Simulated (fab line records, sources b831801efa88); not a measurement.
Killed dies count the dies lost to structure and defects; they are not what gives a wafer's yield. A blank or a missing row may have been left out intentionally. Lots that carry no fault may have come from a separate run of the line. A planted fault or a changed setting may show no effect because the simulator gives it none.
Which of the tools did it? + flow gf180mcu + 11 lots with 33 wafers sampled at 3 steps, on a route of 602 steps

## WHAT EACH GAUGE READ, for each wafer
GF_HV_LDD_TW_MEAS_38.
| lot  | measured     | on           | HV_LDD_3_TW    |
|------|--------------|--------------|----------------|
| L257 | day 11 21:44 | filmMetro-02 | 1435 1432 1435 |
| L258 | day 12 01:33 | filmMetro-04 | 1439 1439 1440 |
| L261 | day 13 03:00 | filmMetro-01 | 1436 1433 1441 |
| L263 | day 14 03:08 | filmMetro-02 | 1436 1432 1431 |
| L264 | day 14 05:38 | filmMetro-02 | 1447 1435 1437 |
| L265 | day 14 06:41 | filmMetro-02 | 1443 1442 1441 |
| L268 | day 15 08:36 | filmMetro-01 | 1426 1440 1438 |
| L275 | day 17 19:58 | filmMetro-01 | 1476 1480 1478 |
| L276 | day 18 06:52 | filmMetro-01 | 1484 1484 1481 |
| L277 | day 18 18:53 | filmMetro-01 | 1474 1481 1483 |
| L280 | day 19 17:22 | filmMetro-02 | 1435 1438 1445 |

## EACH LOT AND THE TOOL THAT RAN IT (in order: tool; ch and the chambers of the sampled wafers; start)
| lot  | GF_VT_IMPLANT_STRIP_31              | GF_HV_LDD_IMPLANT_36            |
|------|-------------------------------------|---------------------------------|
| L257 | plasmaAsher-01 ch 0,1, day 7 00:16  | implanter-04 ch 0, day 11 21:30 |
| L258 | plasmaAsher-01 ch 0,1, day 7 04:07  | implanter-03 ch 0, day 12 01:19 |
| L261 | plasmaAsher-03 ch 1, day 8 02:55    | implanter-03 ch 0, day 13 02:46 |
| L263 | plasmaAsher-01 ch 0,1, day 8 19:20  | implanter-04 ch 0, day 14 02:53 |
| L264 | plasmaAsher-01 ch 0,1, day 8 21:58  | implanter-03 ch 0, day 14 05:23 |
| L265 | plasmaAsher-04 ch 0,1, day 9 01:52  | implanter-02 ch 0, day 14 06:26 |
| L268 | plasmaAsher-01 ch 0,1, day 10 00:49 | implanter-02 ch 0, day 15 08:22 |
| L275 | plasmaAsher-03 ch 0,1, day 11 21:40 | implanter-04 ch 0, day 17 19:43 |
| L276 | plasmaAsher-01 ch 0,1, day 12 05:16 | implanter-04 ch 0, day 18 06:37 |
| L277 | plasmaAsher-04 ch 0,1, day 12 13:04 | implanter-04 ch 0, day 18 18:38 |
| L280 | plasmaAsher-04 ch 0,1, day 13 07:28 | implanter-02 ch 0, day 19 17:07 |
- GF_VT_IMPLANT_STRIP_31: strips in O2/N2.
- GF_HV_LDD_IMPLANT_36

## THE ANSWER, worked out from the rows above alone
Rule: usual is defined by the lots themselves. The widest of any qualifying gaps counts: lots, ordered by their means at a reading, are off when they make up no more than a third of the lots, leave a main group of 4 or more, and stand apart from it by 3 or more times the standard deviation of that group's means. A main group is skipped when, at the precision printed for the reading in the tables above, its means are all equal. Also off: a lot with no number at a reading for which 4 or more lots have one. All remaining lots with rows at the step are treated as sound.
Off: L275, L276, L277, seen at GF_HV_LDD_TW_MEAS_38 (HV_LDD_3_TW). Mean 1437 and standard deviation 3 in the main group.
A tool fits if, at a process step before that reading, it ran every lot that is off, and no sound lot after the first of them. Gauges at GF_HV_LDD_TW_MEAS_38: tried the same way as those tools. Can't be told from this: 2 tools fit, implanter-04 at GF_HV_LDD_IMPLANT_36, filmMetro-01 at GF_HV_LDD_TW_MEAS_38.

## WHAT HAD BEEN PUT IN BY THE SIMULATOR
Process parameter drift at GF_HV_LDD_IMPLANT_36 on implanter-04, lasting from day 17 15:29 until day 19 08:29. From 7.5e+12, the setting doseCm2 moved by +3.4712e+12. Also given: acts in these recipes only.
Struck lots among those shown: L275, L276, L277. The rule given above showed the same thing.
